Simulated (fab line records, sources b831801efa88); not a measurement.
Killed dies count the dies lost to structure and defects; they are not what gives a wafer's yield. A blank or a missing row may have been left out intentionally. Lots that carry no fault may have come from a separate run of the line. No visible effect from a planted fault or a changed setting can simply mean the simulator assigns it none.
fab line records | flow gf180mcu
record: lots: 6 wafers: 18 last_day: 33
route steps=602 shown V3@434
lots that met no fault: taken from a fault-free run of the same line
start_h: hours from the record's first day to the start of the lot's first wafer shown | wait_h: hours from the lot's prior step to this one | " the same as in the row above | L1.1+2: a row that stands for several wafers | - no value, or no start given | * or withheld: withheld | < > ~ a bound
route shown NAME@n: names a module that has steps shown in the file, with the first one's number in the route | usual: mean and standard deviation over wafers with no fault | same: alike in all rows | chamber/n: place in a boat | sites: readings site by site | _std_site: standard deviation across them | _edge_site: the outer-site mean with the inner-site mean subtracted | radius_mm: for every site, how far away it sits from the centre of the wafer | mask NAME#n: copy n | behind: the tool/chamber that last shaped the wafer | hold: reason for holding the lot/hours on hold/outcome of the hold | device: the n, p or np transistor that did not switch | end of line: the tests these same wafers got at the end of their route | step lacking rows: just its recipe | killed: at the first sort, the dies lost to defects and structure; wafer yield is something else | map: per-die view of a wafer (x killed, . not killed, _ where there is no die)
set.NAME: the setting that was run; set.NAME@STEP: the one run at that earlier step | model.NAME: the simulator's own value behind a step, which no gauge read
a table for each step, a row for each wafer; lots at some steps of the route
services: from which hour (start_h, from the record's first day; less than 0 if before it) a tool's chamber was out of use, for how many hours, and why
== steps ==
step: GF_V3_BOW_MEAS_05
recipe: mode: bow
usual: V3_BOW: 119/8
columns lot.wafer tool chamber start_h wait_h V3_BOW[um]
L319.1 film_metro-01 - 486.64 0.1 117
L319.3 " - " " 108
L319.5 " - " " 119
L322.1 film_metro-04 - 524.30 0.1 114
L322.2 " - " " 121
L322.5 " - " " 125
L324.1 film_metro-01 - 539.60 0.1 109
L324.2 " - " " 119
L324.4 " - " " 116
L329.1 film_metro-04 - 585.69 0.1 122
L329.2 " - " " 124
L329.3 " - " " 116
L328.1 film_metro-02 - 593.00 0.2 124
L328.3 " - " " 110
L328.4 " - " " 114
L336.3 film_metro-04 - 633.14 0.2 109
L336.4 " - " " 136
L336.5 " - " " 132
step: GF_V3_DEHYDRATE_06
recipe: temp_c: 200 time_s: 60
step: GF_V3_HMDS_07
recipe: prime_time_s: 60 prime_temp_c: 120
step: GF_V3_COAT_08
recipe: resist: BARC temp_c: withheld time_s: withheld spin_rpm: withheld resist_thk_nm: withheld
step: GF_V3_COAT_09
recipe: resist: KrF spin_rpm: withheld resist_thk_nm: 1000
step: GF_V3_SOFTBAKE_10
recipe: temp_c: 130 time_s: 60 resist: KrF
step: GF_V3_EXPOSE_11
recipe: mask_id: Via3 target_cd_nm: 260 na: 0.68 source_shape: conventional sigma_outer: 0.6 dose_mj: 38
step: GF_V3_PEB_12
recipe: peb_temp_c: 135 peb_time_s: 90 resist: KrF
step: GF_V3_DEVELOP_13
recipe: develop_time_s: 60 resist: KrF dev_temp_c: 21
step: GF_V3_CD_MEAS_14
recipe: target_cd_nm: 260
usual: cd_nm: 259.6/1.2
columns lot.wafer tool chamber start_h wait_h cd_nm
L319.1 cd_sem-01 - 509.84 0.1 261.3
L319.3 " - " " 261.1
L319.5 " - " " 260.6
L322.1 cd_sem-01 - 546.79 0.1 259.9
L322.2 " - " " 260.4
L322.5 " - " " 259.6
L324.1 cd_sem-02 - 562.39 0.1 258.3
L324.2 " - " " 258.1
L324.4 " - " " 257.6
L329.1 cd_sem-01 - 606.15 0.1 259.4
L329.2 " - " " 258.3
L329.3 " - " " 259.3
L328.1 cd_sem-01 - 614.20 0.1 259.5
L328.3 " - " " 260.1
L328.4 " - " " 259.7
L336.3 cd_sem-01 - 653.23 0.1 259.8
L336.4 " - " " 259.3
L336.5 " - " " 259.1
step: GF_V3_OVL_MEAS_15
usual: V3_OVL: -3/5.1
columns lot.wafer tool chamber start_h wait_h V3_OVL[nm]
L319.1 overlay-01 - 509.96 0.1 -4
L319.3 " - " " -5
L319.5 " - " " -6
L322.1 overlay-01 - 546.91 0.1 -4
L322.2 " - " " -7
L322.5 " - " " -6
L324.1 overlay-01 - 562.51 0.1 -8
L324.2 " - " " -9
L324.4 " - " " -6
L329.1 overlay-01 - 606.27 0.1 -10
L329.2 " - " " -8
L329.3 " - " " -7
L328.1 overlay-02 - 614.32 0.1 -3
L328.3 " - " " -5
L328.4 " - " " -11
L336.3 overlay-01 - 653.32 0.1 -7
L336.4 " - " " -6
L336.5 " - " " -8
step: GF_V3_ETCH_16
recipe: chemistry: N2/H2 target_depth_a: withheld overetch_a: withheld time_s: withheld target: BARC ion_energy_ev: 200 source_w: 500 bias_w: 100 pressure_mtorr: 30 n2_flow_sccm: 100 h2_flow_sccm: 200
usual: bias_w: 100.0/0.3 chamber_pressure_mTorr: 30.000/0.027 drypump_motor_current_A: 5.6/0.59 oes_product_au: 0.854/0.0045 throttle_valve_pct: 13.224/0.0087
columns lot.wafer tool chamber start_h wait_h bias_w chamber_pressure_mTorr drypump_motor_current_A oes_product_au throttle_valve_pct
L319.1 rie_diel-04 3 510.00 0.0 100.3 29.957 5.0 0.864 13.206
L319.3 " 0 " " 100.3 30.018 5.4 0.858 13.227
L319.5 " 3 " " 99.9 30.014 5.0 0.859 13.220
L322.1 rie_diel-02 3 546.94 0.0 100.0 30.010 5.7 0.858 13.235
L322.2 " 0 " " 99.3 30.004 6.2 0.856 13.222
L322.5 " 1 " " 100.1 30.009 6.4 0.857 13.216
L324.1 rie_diel-03 1 562.54 0.0 99.8 30.005 5.1 0.862 13.212
L324.2 " 3 " " 100.6 30.023 6.6 0.856 13.208
L324.4 " 0 " " 99.8 29.988 5.1 0.849 13.236
L329.1 rie_diel-04 3 606.30 0.0 100.6 30.016 5.0 0.843 13.216
L329.2 " 2 " " 100.0 30.026 6.1 0.854 13.234
L329.3 " 0 " " 100.2 29.935 5.4 0.857 13.243
L328.1 rie_diel-02 1 614.35 0.0 99.9 29.924 6.4 0.850 13.229
L328.3 " 3 " " 100.0 30.043 5.7 0.855 13.216
L328.4 " 2 " " 99.7 30.005 5.9 0.858 13.215
L336.3 rie_diel-04 2 653.34 0.0 99.5 29.971 6.1 0.845 13.218
L336.4 " 3 " " 100.7 29.984 5.0 0.852 13.224
L336.5 " 0 " " 100.2 30.017 5.4 0.852 13.224
step: GF_V3_ETCH_17
recipe: chemistry: C4F8/O2/Ar mask_material: KrF target: SiO2 stop_on: TiN source_w: 1500 bias_w: 1200 pressure_mtorr: 40 c4f8_flow_sccm: withheld O2_flow_sccm: 6 Ar_flow_sccm: 300 time_s: withheld target_depth_a: 6350
usual: bias_w: 1201/3.7 chamber_pressure_mTorr: 39.99/0.04 oes_product_au: 0.855/0.0048
columns lot.wafer tool chamber start_h wait_h bias_w chamber_pressure_mTorr oes_product_au
L319.1 rie_diel-04 3 510 - 1200 40.01 0.857
L319.3 " 0 " " 1198 40.00 0.848
L319.5 " 3 " " 1200 39.97 0.863
L322.1 rie_diel-02 3 546 - - - -
L322.2 " 0 " " - - -
L322.5 " 1 547 - - - -
L324.1 rie_diel-03 1 562 - - - -
L324.2 " 3 " " - - -
L324.4 " 0 " " - - -
L329.1 rie_diel-04 3 606 - 1198 40.00 0.856
L329.2 " 2 " " 1203 39.98 0.846
L329.3 " 0 " " 1201 39.95 0.854
L328.1 rie_diel-02 1 614 - 1199 40.02 0.856
L328.3 " 3 " " 1201 40.02 0.859
L328.4 " 2 " " 1199 39.94 0.847
L336.3 rie_diel-04 2 653 - 1204 39.98 0.853
L336.4 " 3 " " 1193 39.89 0.853
L336.5 " 0 " " 1204 40.02 0.861
step: GF_V3_STRIP_18
recipe: chemistry: O2/N2 power_w: 1400 pressure_mtorr: 1500 platen_temp_c: 250 o2_flow_sccm: 3000 n2_flow_sccm: 300 overash_fraction: 0.5
usual: drypump_motor_current_A: 6.0/0.5 heater_power_w: 319/18 oes_product_au: 0.593/0.0047
columns lot.wafer tool chamber start_h wait_h drypump_motor_current_A heater_power_w oes_product_au rf_hours_counter_h
L319.1 plasma_asher-02 1 510.13 - 6.5 296 0.592 88
L319.3 " 0 " " 5.7 313 0.582 -
L319.5 " 0 " " 5.7 302 0.591 -
L322.1 plasma_asher-02 0 547.07 - 5.6 313 0.666 93
L322.2 " 1 " " 6.5 303 0.668 93
L322.5 " 1 " " 6.5 308 0.663 -
L324.1 plasma_asher-04 1 562.67 - 5.4 324 0.661 44
L324.2 " 0 " " 5.5 304 0.673 44
L324.4 " 1 " " 5.4 318 0.678 -
L329.1 plasma_asher-02 0 606.43 - 5.7 323 0.597 99
L329.2 " 1 " " 6.5 305 0.595 99
L329.3 " 0 " " 5.7 311 0.591 -
L328.1 plasma_asher-02 0 614.48 - 5.7 310 0.591 100
L328.3 " 1 " " 6.5 302 0.600 -
L328.4 " 0 " " 5.7 316 0.594 -
L336.3 plasma_asher-02 1 653.51 - 6.5 311 0.589 -
L336.4 " 0 " " 5.7 304 0.593 -
L336.5 " 1 " " 6.5 310 0.592 -
step: GF_V3_STRIP_19
recipe: chemistry: post_etch_residue_remover time_s: 1200 temp_c: 72.5
== services ==
columns tool chamber start_h hours kind
rie_diel-04 1 488.06 6.9 repair
rie_diel-04 1 494.94 - clean
rie_diel-04 1 494.94 25.3 scheduled_down
rie_diel-04 1 494.94 25.3 vent_cycle
rie_diel-02 0 524.11 11.0 repair
rie_diel-02 1 533.63 6.9 repair
rie_diel-04 - 549.99 15.6 pm
rie_diel-03 2 582.14 4.1 repair
rie_diel-02 1 594.37 2.4 repair
rie_diel-04 1 637.46 6.6 repair
rie_diel-03 - 650.84 2.8 pm
== key ==
first_sign: step: GF_V3_ETCH_17 reading: tool_record direction: missing
effect: step: GF_V3_STRIP_18 reading: oes_product_au direction: up sigmas: 16 usual: 0.593 struck: 0.668
met_at GF_V3_ETCH_17
struck_wafers L322.1,L322.2,L322.5,L324.1,L324.2,L324.4
later_rows_left_out L322.1,L322.2,L322.5,L324.1,L324.2,L324.4
sort_left_out L322.1,L322.2,L322.5,L324.1,L324.2,L324.4
fault: kind: skipped_step_whole tool: rie_diel-02,rie_diel-03 chamber: - onset_h: 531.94 steps: GF_V3_ETCH_17 scope: struck_lots_only
sort_left_out: the simulated sort isn't trusted on such a fault, so these wafers' sort isn't shown, and their yield isn't known
later_rows_left_out: the simulator's readings of these wafers behind a module that went badly wrong aren't trusted and aren't shown, but for the sort
